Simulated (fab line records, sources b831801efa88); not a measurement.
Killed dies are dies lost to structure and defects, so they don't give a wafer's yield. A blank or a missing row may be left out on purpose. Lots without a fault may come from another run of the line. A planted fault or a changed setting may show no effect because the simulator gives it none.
Which tool did it? | flow sky130 | 11 lots, 33 wafers sampled, at 3 steps of a route of 708

WHAT THE GAUGES READ, wafer by wafer
SKY_CONTACT_RS_MEAS_25: measures by four-point-probe.
lot  | measured     | on            | CONTACT_W_RS (ohm/sq)
L491 | day 32 07:29 | film_metro-02 | 0.330 0.333 0.325
L492 | day 32 08:17 | film_metro-04 | 0.347 0.345 0.342
L493 | day 32 20:17 | film_metro-02 | 0.332 0.335 0.337
L497 | day 35 04:13 | film_metro-04 | 0.343 0.332 0.337
L499 | day 35 06:29 | film_metro-02 | 0.342 0.332 0.338
L501 | day 35 11:38 | film_metro-02 | 0.340 0.342 0.342
L502 | day 35 20:35 | film_metro-02 | 0.331 0.331 0.331
L503 | day 36 05:55 | film_metro-04 | 0.343 0.336 0.332
L504 | day 36 16:16 | film_metro-02 | 0.338 0.343 0.349
L505 | day 36 16:43 | film_metro-01 | 0.335 0.477 0.332
L507 | day 37 02:38 | film_metro-02 | 0.336 0.470 0.477

WHICH TOOL RAN EACH LOT (tool, then ch and the chambers of the sampled wafers, then the start)
lot  | SKY_CONTACT_ETCH_18                           | SKY_CONTACT_CVD_24
L491 | rie_diel-04 ch 1,2,3, day 32 07:21 or earlier | cvd_w-02 ch 0,1, day 32 07:21
L492 | rie_diel-02 ch 1,2, day 32 08:10 or earlier   | cvd_w-01 ch 0,1, day 32 08:10
L493 | rie_diel-04 ch 1,3, day 32 20:11 or earlier   | cvd_w-02 ch 0,1, day 32 20:11
L497 | rie_diel-04 ch 1,3, day 35 04:06 or earlier   | cvd_w-02 ch 0,1, day 35 04:06
L499 | rie_diel-03 ch 0,1,3, day 35 06:23 or earlier | cvd_w-02 ch 0,1, day 35 06:23
L501 | rie_diel-04 ch 0,3, day 35 11:30 or earlier   | cvd_w-02 ch 1, day 35 11:30
L502 | rie_diel-02 ch 0,1,3, day 35 20:29 or earlier | cvd_w-02 ch 0,1, day 35 20:29
L503 | rie_diel-04 ch 0,1, day 36 05:49 or earlier   | cvd_w-01 ch 0,1, day 36 05:49
L504 | rie_diel-04 ch 2,3, day 36 16:09 or earlier   | cvd_w-01 ch 0,1, day 36 16:09
L505 | rie_diel-02 ch 0,2,3, day 36 16:37 or earlier | cvd_w-02 ch 0,1, day 36 16:37
L507 | rie_diel-03 ch 1,2, day 37 02:31 or earlier   | cvd_w-02 ch 0,1, day 37 02:31
- SKY_CONTACT_ETCH_18: etches Si3N4 in CHF3/O2, stops on TiN, time 39 s, target depth 75 nm.
- SKY_CONTACT_CVD_24: deposits W, target thk 340 nm, time 102.12 s.

THE ANSWER, worked out from the rows above alone
Rule: what is usual is taken from the lots themselves. Put in order of their means at a reading, lots are off if they are a third of the lots or fewer, leave a main group of 4 or more, and stand apart from it by a gap of 3 or more times the standard deviation of the main group's means; of several such gaps the widest counts. A main group whose means are all the same, to the digits that the tables above print for the reading, isn't used. A lot without any number at a reading at which 4 lots or more have one is off too. The other lots that the step has rows for count as sound.
Off: L505, L507, at SKY_CONTACT_RS_MEAS_25 (CONTACT_W_RS). The main group: mean 0.337 ohm/sq, standard deviation 0.0049.
A tool fits if, at a process step before that reading, it ran every lot that is off, and no sound lot after the first of them. The gauges at SKY_CONTACT_RS_MEAS_25 are tried like those tools. SKY_CONTACT_ETCH_18 gives no start for some lots, so the hours and the order of its lots are those of SKY_CONTACT_CVD_24. One fits: cvd_w-02 at SKY_CONTACT_CVD_24. Its last sound lot is L502 (day 35 20:29), its first lot that is off L505 (day 36 16:37): a fault that began between those two fits.

WHAT THE SIMULATOR HAD PUT IN
Process parameter drift: cvd_w-02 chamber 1, from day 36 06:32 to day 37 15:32, at SKY_CONTACT_CVD_24. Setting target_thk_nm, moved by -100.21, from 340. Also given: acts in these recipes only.
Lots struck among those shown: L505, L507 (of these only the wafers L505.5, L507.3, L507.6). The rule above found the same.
